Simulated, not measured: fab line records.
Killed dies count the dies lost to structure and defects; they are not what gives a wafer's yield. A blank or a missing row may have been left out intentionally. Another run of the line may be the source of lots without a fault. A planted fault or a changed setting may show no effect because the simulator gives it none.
Struck lot and sound lot, side by side || flow sky130 || 15 steps out of a route of 708
Sound: the wafers L551.1, L551.3, L551.6. Wafers struck: L558.2, L558.3, L558.6. At the end, the cause is stated.
Per side, at each step with rows, come the tool, then ch with its chambers, and then its first start. Under that, the readings that differ: sound wafers || struck wafers || difference of the means || sigmas: that difference in standard deviations of wafers without a fault.
alike: readings with means less than 2 such deviations apart, plus words and numbers identical on both sides. not compared: withheld readings, readings lacking a value on some wafer, bounds such as >300 that could conceal the same value, and numbers that have no deviation in the record and whose values overlap.
Wherever a step has rows on one side only, a row that says differs or no value, or a row with sigmas, the two part there. Non-overlapping numbers with no deviation appear without sigmas and do not part them. Lack of a reading on every wafer of one side parts them only where that side has two or more wafers.

SKY_LDD_HVP_TW_MEAS_10:
  sound on film metro-02, day 25 12:09; struck on film metro-01, day 27 19:13
{"reading": "LDD_HVP_TW", "sound": "451 452 453", "struck": "460 463 459", "difference": "+9", "sigmas": "+2"}
then, 7 steps without rows for these wafers: SKY_LDD_LDN_DEHYDRATE_00 (time 60 s); SKY_LDD_LDN_HMDS_01 (prime time 60 s); SKY_LDD_LDN_COAT_02 (resist thk 1140 nm); SKY_LDD_LDN_SOFTBAKE_03 (time 60 s); SKY_LDD_LDN_EXPOSE_04 (exposes mask LDNTM, target cd 700 nm); SKY_LDD_LDN_PEB_05; SKY_LDD_LDN_DEVELOP_06 (develop time 60 s).
SKY_LDD_LDN_OVL_MEAS_07:
  sound on overlay-02, day 26 17:21; struck on overlay-02, day 28 23:19
  alike: LDD_LDN_OVL
then, 3 steps without rows for these wafers: SKY_LDD_LDN_IMPLANT_08; SKY_LDD_LDN_IMPLANT_09; SKY_LDD_LDN_IMPLANT_10.
SKY_LDD_LDN_IMPLANT_11:
  sound on implanter-01 ch 0, day 26 17:50; struck on implanter-01 ch 0, day 28 23:49
{"reading": "beam energy keV", "sound": "15.000 15.004 14.992", "struck": "19.278 19.282 19.278", "difference": "+4.281", "sigmas": "+99 or more"}
{"reading": "model.implant.rp nm (nm)", "sound": "12.53 12.53 12.53", "struck": "15.7 15.7 15.7", "difference": "+3.2", "sigmas": ""}
{"reading": "model.implant.drp nm (nm)", "sound": "5.933 5.933 5.933", "struck": "7.031 7.031 7.031", "difference": "+1.098", "sigmas": ""}
  alike: beam on s, dose ions cm2
SKY_LDD_LDN_STRIP_12: strips in O2/N2.
  sound on plasma asher-01 ch 0,1, day 26 17:59; struck on plasma asher-02 ch 0, day 28 23:56
  alike: drypump motor current A, oes product au, strip time to endpoint s
  not compared: rf hours counter h
-- a jump in the record: the struck wafers' starts before and after are 21 days apart (it breaks off in module LDD_LDN and resumes in module PAD_OPEN, where the first step shown is number 708 of the route) --
SKY_PAD_OPEN_PROBE_99:
  sound on prober-01, day 48 12:05; struck on prober-01, day 49 22:38
{"reading": "model.etest.tip sonos.rs ohm sq", "sound": "2740 2693 2761", "struck": "2441 2414 2469", "difference": -290, "sigmas": ""}
  alike: killed_at_M0_to_M3, killed_at_M4_up, killed at contacts, killed at front end, killed at other, killed dies, killed open, killed short

## WHERE THEY PART
Earliest at SKY_LDD_HVP_TW_MEAS_10; latest, in this record, at SKY_LDD_LDN_IMPLANT_11. Later steps at which nothing parts them and some readings are alike: SKY_LDD_LDN_STRIP_12, SKY_PAD_OPEN_PROBE_99.

WHY: what the simulator had put in
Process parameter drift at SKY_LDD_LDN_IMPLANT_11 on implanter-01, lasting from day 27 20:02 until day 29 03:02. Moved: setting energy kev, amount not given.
